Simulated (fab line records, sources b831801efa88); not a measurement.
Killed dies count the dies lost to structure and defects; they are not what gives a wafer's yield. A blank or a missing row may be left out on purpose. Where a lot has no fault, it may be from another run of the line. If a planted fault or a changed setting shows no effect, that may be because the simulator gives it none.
Problem report, 8D (eight disciplines) form, completed by code | flow gf180mcu | the parts of the form that need people (team, actions taken, sign-off) are left out

== 1. THE PROBLEM ==
Mean of chamberPressurePa at GF_V5_SPUTTER_22: 5.626 Pa across 6 wafers in 2 lots; on wafers with no fault it is 5.000 Pa (standard deviation 0.011). That puts it +57 standard deviations away from the usual mean.
The step: material TiN, target thk 10 nm, time 40 s.
First seen on wafer L242.1, day 31 21:52, on pvdSputter-03. At this step, 18 wafers from 6 lots have a number in the record. Rule for "out", or "out of limits": more than 4 standard deviations from the usual mean. Any other wafer with a number is counted as sound.

== 2. WHAT IT IS AND WHAT IT IS NOT ==
question                    | is                     | is not
which readings at this step | chamberPressurePa      | -
which lots                  | L242, L244             | L228, L233, L245, L249
which wafers of those lots  | all that have a number | -
read on which tools         | pvdSputter-03          | pvdSputter-01
when                        | from day 31 21:52      | up to then (6 sound wafers); but 6 sound wafers of L245, L249 came after

== 3. THE SUSPECTS, EACH WITH WHAT RULES IT OUT ==
Counting: a tool at any process step up to the reading remains a suspect when it ran all the lots that are out and ran no sound lot after the first of those.
- pvdSputter-03 at GF_V5_SPUTTER_21 (material Ti, target thk 15 nm, time 80.02 s): kept. Every lot that is out went through it, starting with L242 (day 31 21:47), and after that it ran no sound lot; the last sound lot it ran before then is L228 (day 27 18:46).
- pvdSputter-03 at GF_V5_SPUTTER_22 (material TiN, target thk 10 nm, time 40 s): kept. Every lot that is out went through it, starting with L242 (day 31 21:52), and after that it ran no sound lot; the last sound lot it ran before then is L228 (day 27 18:49). On those wafers its own readings are out: chamberPressurePa.
Left after counting: pvdSputter-03 at GF_V5_SPUTTER_21, pvdSputter-03 at GF_V5_SPUTTER_22.

== 4. THE CAUSE (what the simulator had put in) ==
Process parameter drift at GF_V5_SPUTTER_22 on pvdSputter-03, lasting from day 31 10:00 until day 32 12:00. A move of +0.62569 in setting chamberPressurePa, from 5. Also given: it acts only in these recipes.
This tool is one of the 2 suspects left after counting.

== 5. THE CHAIN OF EFFECTS, in route order ==
Each row: a reading whose mean over the struck wafers that have a number lies more than 3 standard deviations from the usual. Only readings whose record carries a usual standard deviation are examined. hours: median over the lots of the time between each lot's start at the first step of this table that gives one and its start at this step. sigmas: the change, counted in usual standard deviations.
hours | step             | reading           | usual    | on struck wafers | change | sigmas
0     | GF_V5_SPUTTER_22 | chamberPressurePa | 5.000 Pa | 5.626            | +0.626 | +57
Here are the process steps it includes:
- GF_V5_SPUTTER_22: material TiN, target thk 10 nm, time 40 s.

== 6. WHAT WOULD HAVE CAUGHT IT SOONER ==
In this record the first reading out of limits was taken at day 31 21:52, 12 hours after the fault began at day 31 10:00.
